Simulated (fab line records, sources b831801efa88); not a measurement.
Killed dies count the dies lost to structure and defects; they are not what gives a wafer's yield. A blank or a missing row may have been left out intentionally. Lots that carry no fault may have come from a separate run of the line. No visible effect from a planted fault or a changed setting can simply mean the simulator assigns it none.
Problem report, 8D (eight disciplines) form, completed by code || flow sky130 || the parts of the form that need people (team, actions taken, sign-off) are left out

1. THE ISSUE
At SKY_SONOS_ONO_WET_ETCH_16, run-length-s averages 132 s over 6 wafers from 2 lots, while fault-free wafers read 309 s, standard deviation 3.5. Relative to the usual mean, that is a shift of -50 standard deviations.
The step: etches SiO2 in dHF, target depth 14 nm, time 280 s.
First observed at day 18 13:42: wafer L588.1, on wet-bench-03. Wafers with a number at this step in the record: 18, from 6 lots. Rule for "out", or "out of limits": more than 4 standard deviations from the usual mean. The other wafers with a number count as sound.

2. WHAT THIS IS AND IS NOT
{"question": "which readings at this step", "is": "run-length-s", "is not": "-"}
{"question": "which lots", "is": "L588, L590", "is not": "L571, L577, L592, L593"}
{"question": "which wafers of those lots", "is": "all that have a number", "is not": "-"}
{"question": "read on which tools", "is": "wet-bench-03", "is not": "wet-bench-02"}
{"question": "when", "is": "from day 18 13:42", "is not": "up to then (6 sound wafers); but 6 sound wafers of L592, L593 came after"}

3. THE SUSPECTS, EACH WITH WHAT RULES IT OUT
Counting: a tool stays on the suspect list if, at a process step up to the reading, it processed all lots that are out and no sound lot following the first of them.
- wet-bench-03 at SKY_SONOS_ONO_WET_ETCH_16 (etches SiO2 in dHF, target depth 14 nm, time 280 s): kept. All lots that are out passed through it, beginning with L588 at day 18 13:42, and no sound lot followed; its final sound lot before that point was L571 at day 12 17:03. Out on those wafers are its own readings of run-length-s.
After counting, what remains is wet-bench-03 at SKY_SONOS_ONO_WET_ETCH_16.

4. THE CAUSE (what the simulator had put in)
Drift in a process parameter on wet-bench-03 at SKY_SONOS_ONO_WET_ETCH_16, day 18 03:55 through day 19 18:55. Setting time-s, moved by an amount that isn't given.
After counting, this tool was the only one left.

5. THE CHAIN OF EFFECTS, in route order
One row per reading whose mean, taken over the struck wafers that have a number, lies over 3 standard deviations from the usual. Only readings whose record carries a usual standard deviation are examined. hours: median over the lots of the time between each lot's start at the first step of this table that gives one and its start at this step. sigmas: the change, counted in usual standard deviations.
{"hours": 0, "step": "SKY_SONOS_ONO_WET_ETCH_16", "reading": "run-length-s", "usual": "309 s", "on struck wafers": 132, "change": -176, "sigmas": -50}
Process steps it contains:
- SKY_SONOS_ONO_WET_ETCH_16: etches SiO2 in dHF, target depth 14 nm, time 280 s.
Later measuring or inspecting steps at which every struck wafer that the step has a row for has a number for every such reading, and none has moved that far: SKY_GATE_OXIDE_THK_MEAS_02, SKY_GATE_OXIDE_OVL_MEAS_10, SKY_GATE_OXIDE_TW_MEAS_14, SKY_POLY_GATE_THK_MEAS_01.

6. HOW IT WOULD HAVE BEEN CAUGHT EARLIER
First out-of-limits reading in this record: day 18 13:42, which is 10 hours after fault onset at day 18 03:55.
